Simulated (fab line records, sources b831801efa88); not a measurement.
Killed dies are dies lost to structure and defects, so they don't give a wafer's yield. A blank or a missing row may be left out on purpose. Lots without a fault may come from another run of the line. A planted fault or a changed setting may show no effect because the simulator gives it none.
Problem report in the 8D (eight disciplines) form, filled by code | flow sky130 | the parts of the form that need people (team, actions taken, sign-off) are left out

1. THE PROBLEM
dose_ions_cm2 at SKY_LDD_HVN_IMPLANT_08 reads a mean of 3.069e+13 on 6 wafers of 2 lots; wafers without a fault read 3.001e+13 with a standard deviation of 3.4e+10. That is +20 standard deviations from the usual mean.
First seen on wafer L624.1, day 26 04:24, on implanter-03. The record holds 39 wafers of 13 lots with a number at this step. Rule for "out", or "out of limits": more than 4 standard deviations from the usual mean. The other wafers with a number count as sound.

2. WHAT IT IS AND WHAT IT IS NOT
question                    | is                     | is not
which readings at this step | dose_ions_cm2          | -
which lots                  | L624, L627             | L614, L615, L616, L617, L618, L619, L621, L625, L628, L634, L636
which wafers of those lots  | all that have a number | -
read on which tools         | implanter-03           | implanter-02, implanter-04
when                        | from day 26 04:24      | up to then (24 sound wafers); but 9 sound wafers of L628, L634, L636 came after

3. SUSPECTS, AND WHAT RULES EACH OUT
Counting: a tool at a process step up to the reading stays a suspect if it ran every lot that is out and no sound lot after the first of them.
- implanter-03 at SKY_LDD_HVN_IMPLANT_08: ruled out as a lasting fault. Sound lots L636 ran on it after its first lot that is out, L624 (day 26 04:24).
Left after counting: nothing in the record.

4. THE CAUSE (what the simulator had put in)
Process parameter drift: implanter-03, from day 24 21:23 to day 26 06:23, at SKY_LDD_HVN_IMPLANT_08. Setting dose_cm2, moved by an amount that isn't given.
Counting ruled it out, wrongly.

5. THE CHAIN OF EFFECTS, in route order
Each row: a reading whose mean over the struck wafers that have a number lies more than 3 standard deviations from the usual. Only readings for which the record gives a usual standard deviation are gone through. hours: the time from each lot's start at the first step in this table that gives one to its start at this step, as a median over the lots. sigmas: the change in usual standard deviations.
hours | step                   | reading       | usual     | on struck wafers | change     | sigmas
0     | SKY_LDD_HVN_IMPLANT_08 | dose_ions_cm2 | 3.001e+13 | 3.069e+13        | +6.767e+11 | +20
The process steps in it:
- SKY_LDD_HVN_IMPLANT_08

6. WHAT WOULD HAVE CAUGHT IT SOONER
In this record the first reading out of limits was taken at day 26 04:24, 31 hours after the fault began at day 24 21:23.
